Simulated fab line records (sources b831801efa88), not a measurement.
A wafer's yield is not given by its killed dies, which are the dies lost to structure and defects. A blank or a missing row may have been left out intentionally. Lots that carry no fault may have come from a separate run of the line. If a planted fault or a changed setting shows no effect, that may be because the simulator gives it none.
fab line records | flow gf180mcu | part 2 of 2: steps 31 to 38 of 38
record: lots: 5 | wafers: 15 | last-day: 34
route steps=602 shown M1@319 V1@335
lots with no fault: from the same line, run without faults
start-h: hours from the record's first day to the start of the lot's first wafer shown | wait-h: hours since the lot's step before | " same as the row above | L1.1+2: one row covering several wafers at once | - no value, or no start given | * or withheld: withheld | < > ~ a bound
route shown NAME@n: NAME is a module with steps in the file, n the number in the route of the first one | usual: the fault-free wafers' mean and standard deviation | same: alike in all rows | chamber/n: place in a boat | sites: per-site readings | _std_site: how widely they spread, as a standard deviation | _edge_site: inner sites' mean taken away from outer sites' mean | radius-mm: how far each site lies from the wafer's centre | mask NAME#n: copy n | behind: the last tool/chamber to shape the wafer | hold: reason for holding the lot/hours on hold/outcome of the hold | device: whichever transistor did not switch (one of n, p or np) | end of line: the route-end tests of the same wafers | step lacking rows: just its recipe | killed: at the first sort, the dies lost to defects and structure; wafer yield is something else | map: a wafer's dies, x killed, . not, _ none there
set.NAME: setting as actually run; set.NAME@STEP: the setting as run at that earlier step | model.NAME: the simulator's own value behind a step, which no gauge read
lots seen at some steps along the route; tables by step, rows by wafer
services: when a tool's chamber went out of use (start-h, in hours from the record's first day, below 0 if earlier), for how many hours, and the reason
== steps ==
step: GF_V1_CD_MEAS_14
recipe: target-cd-nm: 260
usual: cd-nm: 260.0/1.3
lot.wafer | tool      | chamber | start-h | wait-h | cd-nm
L078.2    | cd-sem-02 | -       | 450.25  | 0.1    | 260.5
L078.4    | "         | -       | "       | "      | 260.0
L078.5    | "         | -       | "       | "      | 259.9
L086.4    | cd-sem-02 | -       | 518.98  | 0.1    | 258.5
L086.5    | "         | -       | "       | "      | 258.0
L086.6    | "         | -       | "       | "      | 258.2
L092.2    | cd-sem-02 | -       | 567.39  | 0.1    | 261.7
L092.4    | "         | -       | "       | "      | 259.6
L092.6    | "         | -       | "       | "      | 260.7
L094.1    | cd-sem-01 | -       | 585.47  | 0.1    | 258.0
L094.2    | "         | -       | "       | "      | 258.1
L094.4    | "         | -       | "       | "      | 258.5
L096.1    | cd-sem-02 | -       | 599.27  | 0.1    | 260.2
L096.4    | "         | -       | "       | "      | 260.2
L096.6    | "         | -       | "       | "      | 261.1
step: GF_V1_OVL_MEAS_15
usual: V1_OVL: 5/5.3
lot.wafer | tool       | chamber | start-h | wait-h | V1_OVL[nm]
L078.2    | overlay-01 | -       | 450.35  | 0.1    | -5
L078.4    | "          | -       | "       | "      | -8
L078.5    | "          | -       | "       | "      | 0
L086.4    | overlay-01 | -       | 519.06  | 0.1    | 12
L086.5    | "          | -       | "       | "      | 2
L086.6    | "          | -       | "       | "      | 4
L092.2    | overlay-01 | -       | 567.49  | 0.1    | -5
L092.4    | "          | -       | "       | "      | -5
L092.6    | "          | -       | "       | "      | 3
L094.1    | overlay-01 | -       | 585.59  | 0.1    | 1
L094.2    | "          | -       | "       | "      | 5
L094.4    | "          | -       | "       | "      | 7
L096.1    | overlay-01 | -       | 599.39  | 0.1    | 10
L096.4    | "          | -       | "       | "      | 4
L096.6    | "          | -       | "       | "      | 7
step: GF_V1_ETCH_16
recipe: chemistry: N2/H2 | target-depth-a: withheld | overetch-a: withheld | time-s: withheld | target: BARC | ion-energy-ev: 200 | source-w: 500 | bias-w: 100 | pressure-mtorr: 30 | n2-flow-sccm: 100 | h2-flow-sccm: 200
usual: chamber-pressure-mTorr: 30.003/0.028 | drypump-motor-current-A: 5.6/0.45 | h2-flow-sccm: 200.0/0.53 | n2-flow-sccm: 99.98/0.3 | oes-product-au: 0.854/0.0045 | throttle-valve-pct: 13.224/0.0088
lot.wafer | tool        | chamber | start-h | wait-h | chamber-pressure-mTorr | drypump-motor-current-A | h2-flow-sccm | n2-flow-sccm | oes-product-au | throttle-valve-pct
L078.2    | rie-diel-04 | 0       | 450.38  | 0.0    | 30.015                 | 5.3                     | 200.1        | 100.20       | 0.858          | 13.220
L078.4    | "           | 2       | "       | "      | 29.965                 | 6.6                     | 200.1        | 99.93        | 0.851          | 13.239
L078.5    | "           | 3       | "       | "      | 30.025                 | 5.3                     | 200.2        | 99.83        | 0.846          | 13.225
L086.4    | rie-diel-02 | 2       | 519.08  | 0.0    | 30.029                 | 5.9                     | 199.6        | 99.71        | 0.851          | 13.226
L086.5    | "           | 0       | "       | "      | 29.962                 | 5.8                     | 200.8        | 100.18       | 0.853          | 13.213
L086.6    | "           | 3       | "       | "      | 29.986                 | 5.3                     | 199.7        | 100.09       | 0.853          | 13.228
L092.2    | rie-diel-03 | 0       | 567.52  | 0.0    | 29.943                 | 5.6                     | 200.8        | 100.29       | 0.857          | 13.219
L092.4    | "           | 2       | "       | "      | 29.996                 | 5.5                     | 200.6        | 99.63        | 0.855          | 13.218
L092.6    | "           | 2       | "       | "      | 30.038                 | 5.5                     | 200.3        | 100.23       | 0.854          | 13.223
L094.1    | rie-diel-02 | 1       | 585.63  | 0.0    | 29.987                 | 6.1                     | 199.3        | 99.88        | 0.849          | 13.229
L094.2    | "           | 2       | "       | "      | 30.020                 | 5.9                     | 199.9        | 99.78        | 0.849          | 13.233
L094.4    | "           | 3       | "       | "      | 29.991                 | 5.3                     | 200.1        | 99.81        | 0.854          | 13.235
L096.1    | rie-diel-04 | 0       | 599.43  | 0.0    | 29.998                 | 5.3                     | 199.6        | 99.40        | 0.851          | 13.222
L096.4    | "           | 3       | "       | "      | 30.054                 | 5.3                     | 200.1        | 100.22       | 0.855          | 13.237
L096.6    | "           | 0       | "       | "      | 30.028                 | 5.3                     | 200.1        | 99.75        | 0.853          | 13.236
step: GF_V1_ETCH_17
recipe: chemistry: C4F8/O2/Ar | mask-material: KrF | target: SiO2 | stop-on: TiN | source-w: 1500 | bias-w: 1246 | pressure-mtorr: 40 | c4f8-flow-sccm: withheld | O2_flow_sccm: 6 | Ar_flow_sccm: 300 | time-s: withheld | target-depth-a: 6300
usual: chamber-pressure-mTorr: 40.00/0.038 | oes-product-au: 0.857/0.0049
lot.wafer | tool        | chamber | start-h | wait-h | chamber-pressure-mTorr | oes-product-au
L078.2    | rie-diel-04 | 0       | -       | -      | 39.98                  | 0.858
L078.4    | "           | 2       | "       | "      | 40.00                  | 0.860
L078.5    | "           | 3       | "       | "      | 39.99                  | 0.866
L086.4    | rie-diel-02 | 2       | -       | -      | 39.97                  | 0.859
L086.5    | "           | 0       | "       | "      | 40.02                  | 0.858
L086.6    | "           | 3       | "       | "      | 40.00                  | 0.865
L092.2    | rie-diel-03 | 0       | -       | -      | 40.06                  | 0.864
L092.4    | "           | 2       | "       | "      | 39.98                  | 0.851
L092.6    | "           | 2       | "       | "      | 39.95                  | 0.854
L094.1    | rie-diel-02 | 1       | -       | -      | 39.97                  | 0.862
L094.2    | "           | 2       | "       | "      | 39.94                  | 0.854
L094.4    | "           | 3       | "       | "      | 39.91                  | 0.854
L096.1    | rie-diel-04 | 0       | -       | -      | 39.97                  | 0.852
L096.4    | "           | 3       | "       | "      | 40.03                  | 0.851
L096.6    | "           | 0       | "       | "      | 39.99                  | 0.857
step: GF_V1_STRIP_18
recipe: chemistry: O2/N2 | power-w: 1400 | pressure-mtorr: 1500 | platen-temp-c: 250 | o2-flow-sccm: 3000 | n2-flow-sccm: 300 | overash-fraction: 0.5
usual: chamber-pressure-mTorr: 1500.1/1.3 | drypump-motor-current-A: 5.4/0.64 | heater-power-w: 330/25 | n2-flow-sccm: 300.0/0.74 | oes-product-au: 0.592/0.0049
lot.wafer | tool            | chamber | start-h | wait-h | chamber-pressure-mTorr | drypump-motor-current-A | heater-power-w | n2-flow-sccm | oes-product-au | rf-hours-counter-h
L078.2    | plasma-asher-03 | 0       | 450.51  | -      | 1500.3                 | 4.9                     | 292            | 299.7        | 0.587          | 2
L078.4    | "               | 1       | "       | "      | 1502.4                 | 5.0                     | 309            | 300.9        | 0.598          | -
L078.5    | "               | 1       | "       | "      | 1500.6                 | 5.0                     | 304            | 300.6        | 0.591          | -
L086.4    | plasma-asher-04 | 0       | 519.24  | -      | 1501.3                 | 5.4                     | 346            | 298.2        | 0.593          | -
L086.5    | "               | 0       | "       | "      | 1497.8                 | 5.4                     | 338            | 300.2        | 0.590          | -
L086.6    | "               | 1       | "       | "      | 1501.2                 | 5.1                     | 332            | 302.5        | 0.599          | -
L092.2    | plasma-asher-01 | 1       | 567.65  | -      | 1500.5                 | 5.6                     | 365            | 300.6        | 0.588          | 98
L092.4    | "               | 0       | "       | "      | 1503.0                 | 6.8                     | 332            | 299.3        | 0.602          | -
L092.6    | "               | 0       | "       | "      | 1502.8                 | 6.8                     | 327            | 299.9        | 0.595          | -
L094.1    | plasma-asher-04 | 1       | 585.76  | -      | 1500.9                 | 5.1                     | 329            | 300.9        | 0.590          | 50
L094.2    | "               | 0       | "       | "      | 1499.1                 | 5.3                     | 344            | 299.7        | 0.590          | 50
L094.4    | "               | 0       | "       | "      | 1501.3                 | 5.3                     | 344            | 299.4        | 0.583          | -
L096.1    | plasma-asher-03 | 0       | 599.56  | -      | 1500.9                 | 4.9                     | 294            | 299.8        | 0.577          | 12
L096.4    | "               | 1       | "       | "      | 1499.1                 | 5.0                     | 311            | 301.1        | 0.590          | -
L096.6    | "               | 1       | "       | "      | 1500.6                 | 5.0                     | 305            | 300.1        | 0.585          | -
step: GF_V1_STRIP_19
recipe: chemistry: post-etch-residue-remover | time-s: 1200 | temp-c: 72.5
usual: bath-heat-duty-pct: 14.3/2.2
lot.wafer | tool         | chamber | start-h | wait-h | bath-heat-duty-pct
L078.2    | wet-bench-03 | 2       | 450.61  | 0.1    | 15.8
L078.4    | "            | 2       | "       | "      | 15.2
L078.5    | "            | 2       | "       | "      | 13.7
L086.4    | wet-bench-03 | 2       | 519.31  | 0.0    | 14.5
L086.5    | "            | 2       | "       | "      | 15.0
L086.6    | "            | 2       | "       | "      | 15.0
L092.2    | wet-bench-03 | 1       | 567.75  | 0.1    | 12.9
L092.4    | "            | 1       | "       | "      | 14.0
L092.6    | "            | 1       | "       | "      | 13.1
L094.1    | wet-bench-02 | 1       | 585.86  | 0.1    | 13.4
L094.2    | "            | 1       | "       | "      | 13.9
L094.4    | "            | 1       | "       | "      | 12.1
L096.1    | wet-bench-02 | 3       | 599.66  | 0.1    | 13.3
L096.4    | "            | 3       | "       | "      | 14.1
L096.6    | "            | 3       | "       | "      | 12.9
step: GF_V1_CLEAN_20
recipe: chemistry: DIW | dry: n2-spin
lot.wafer  | tool         | chamber | start-h | wait-h
L078.2+4+5 | wet-bench-02 | 1       | 450.98  | 0.0
L086.4+5+6 | wet-bench-02 | 0       | 519.65  | 0.0
L092.2+4+6 | wet-bench-02 | 2       | 568.12  | 0.0
L094.1+2+4 | wet-bench-02 | 3       | 586.24  | 0.0
L096.1+4+6 | wet-bench-02 | 1       | 600.00  | 0.0
step: GF_V1_SPUTTER_21
recipe: material: Ti | target-thk-nm: 15 | chamber-pressure-pa: 5 | power-w: 2500 | substrate-temp-c: 200 | time-s: 80.02
usual: throttle-valve-pct: 30.4/0.91
lot.wafer | tool           | chamber | start-h | wait-h | throttle-valve-pct
L078.2    | pvd-sputter-03 | -       | 451.08  | 0.0    | 31.6
L078.4    | "              | -       | "       | "      | 30.9
L078.5    | "              | -       | "       | "      | 30.9
L086.4    | pvd-sputter-03 | -       | 519.74  | 0.0    | 31.8
L086.5    | "              | -       | "       | "      | 32.0
L086.6    | "              | -       | "       | "      | 31.3
L092.2    | pvd-sputter-01 | -       | 568.31  | 0.0    | 30.3
L092.4    | "              | -       | "       | "      | 29.5
L092.6    | "              | -       | "       | "      | 30.6
L094.1    | pvd-sputter-01 | -       | 586.34  | 0.0    | 30.8
L094.2    | "              | -       | "       | "      | 29.3
L094.4    | "              | -       | "       | "      | 30.4
L096.1    | pvd-sputter-03 | -       | 600.09  | 0.0    | 31.5
L096.4    | "              | -       | "       | "      | 29.4
L096.6    | "              | -       | "       | "      | 29.5
== services ==
tool           | chamber | start-h | hours | kind
krf-scanner-02 | -       | 381.04  | 4.0   | pm
krf-scanner-01 | -       | 396.16  | 0.8   | pm
pecvd-02       | -       | 397.61  | 14.6  | pm
krf-scanner-01 | -       | 397.65  | 1.3   | repair
krf-scanner-02 | -       | 410.98  | 3.6   | pm
krf-scanner-01 | -       | 418.64  | 0.4   | repair
krf-scanner-02 | -       | 424.34  | 4.4   | pm
rie-diel-04    | 1       | 441.36  | 9.6   | repair
hdpcvd-01      | -       | 452.05  | 1.6   | repair
rie-diel-02    | 2       | 455.69  | 12.8  | repair
krf-scanner-01 | -       | 456.87  | 0.2   | repair
krf-scanner-01 | -       | 479.00  | 52.1  | repair
rie-diel-04    | 1       | 482.65  | 1.8   | repair
krf-scanner-02 | -       | 498.71  | 0.3   | repair
wet-bench-03   | -       | 510.33  | 3.8   | repair
krf-scanner-01 | -       | 511.86  | 0.6   | repair
krf-scanner-01 | -       | 531.15  | 3.6   | pm
krf-scanner-02 | -       | 533.73  | 0.8   | pm
krf-scanner-01 | -       | 534.70  | 1.0   | pm
krf-scanner-02 | -       | 535.19  | 1.0   | pm
krf-scanner-02 | -       | 536.19  | 1.3   | pm
krf-scanner-01 | -       | 537.49  | 1.3   | pm
wet-bench-02   | -       | 549.33  | 2.3   | repair
krf-scanner-01 | -       | 564.96  | 0.8   | pm
